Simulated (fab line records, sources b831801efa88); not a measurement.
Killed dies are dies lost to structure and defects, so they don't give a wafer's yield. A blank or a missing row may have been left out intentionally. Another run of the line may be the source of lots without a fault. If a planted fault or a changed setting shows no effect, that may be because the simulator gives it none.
One fault through the eyes of 2 desks	flow sky130	only its own numbers are on each desk; what lay behind them is given at the end

FROM THE METROLOGY DESK
Means of the sampled wafers that have a number, per lot and without regard to the tool the lot ran on: this is what the gauges read. If a lot's mean is further than 4 standard deviations from the usual mean, the lot is out of limits and carries the mark OUT (the distance appears in the brackets).
Columns: A = LDD_LDN_TW at SKY_LDD_LDN_TW_MEAS_13, usual 1473; B = VIA1_HDPCVD_THK at SKY_VIA1_THK_MEAS_01, usual 1028 nm
lot	first seen here	A	B
L193	day 23 04:01	1483	1038
L194	day 23 17:29	1468	1034
L196	day 25 10:00	1492	1031
L203	day 26 21:26	1408 (-5.4) OUT	1042
L204	day 27 08:34	1421 (-4.4) OUT	1045
L206	day 27 21:27	1472	1021
L207	day 28 08:22	1462	1025
L208	day 28 14:37	1493	1031
L211	day 30 01:40	1474	1013
L213	day 30 02:53	1463	1017
L214	day 30 07:41	1459	1035
L215	day 30 18:14	1476	1023
This desk finds L203, L204 out of limits, with the earliest case on L203 at day 26 21:26 (LDD_LDN_TW at SKY_LDD_LDN_TW_MEAS_13). L193, L194, L196, L206, L207, L208, L211, L213, L214, L215: within limits.

THE TOOL OWNER'S DESK: implanter-03
The tool's own readings at SKY_LDD_LDN_IMPLANT_08: means of the sampled wafers that have a number, for each lot that ran on this tool. If a lot's mean is further than 4 standard deviations from the usual mean, the lot is out of limits and carries the mark OUT (the distance appears in the brackets).
Columns: A = doseIonsCm2 at SKY_LDD_LDN_IMPLANT_08, usual 1.2503e+13; B = faradayCurrentUA at SKY_LDD_LDN_IMPLANT_08, usual 70.4
lot	first seen here	A	B
L196	day 25 09:19	1.2504e+13	71.1
L203	day 26 20:44	5.2890e+12 (-99 or more) OUT	29.7 (-29) OUT
L204	day 27 07:52	5.3200e+12 (-99 or more) OUT	30.1 (-29) OUT
This desk finds L203, L204 out of limits, L203 being first, at day 26 20:44 (doseIonsCm2 at SKY_LDD_LDN_IMPLANT_08). L196: within limits.

PUT TOGETHER
The tool owner's desk had the chance to raise an alarm at day 26 20:44 on L203, L204.
Metrology desk: alarm possible at day 26 21:26 on L203, L204.
All the named lots went through SKY_LDD_LDN_IMPLANT_08 on implanter-03.

WHAT HAD BEEN PUT IN BY THE SIMULATOR
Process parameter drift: implanter-03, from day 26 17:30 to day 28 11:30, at SKY_LDD_LDN_IMPLANT_08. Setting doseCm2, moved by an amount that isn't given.
Struck lots among those shown: L203, L204.
Fault start to first reading out of limits, in hours, per desk: tool owner, 3; metrology, 4.
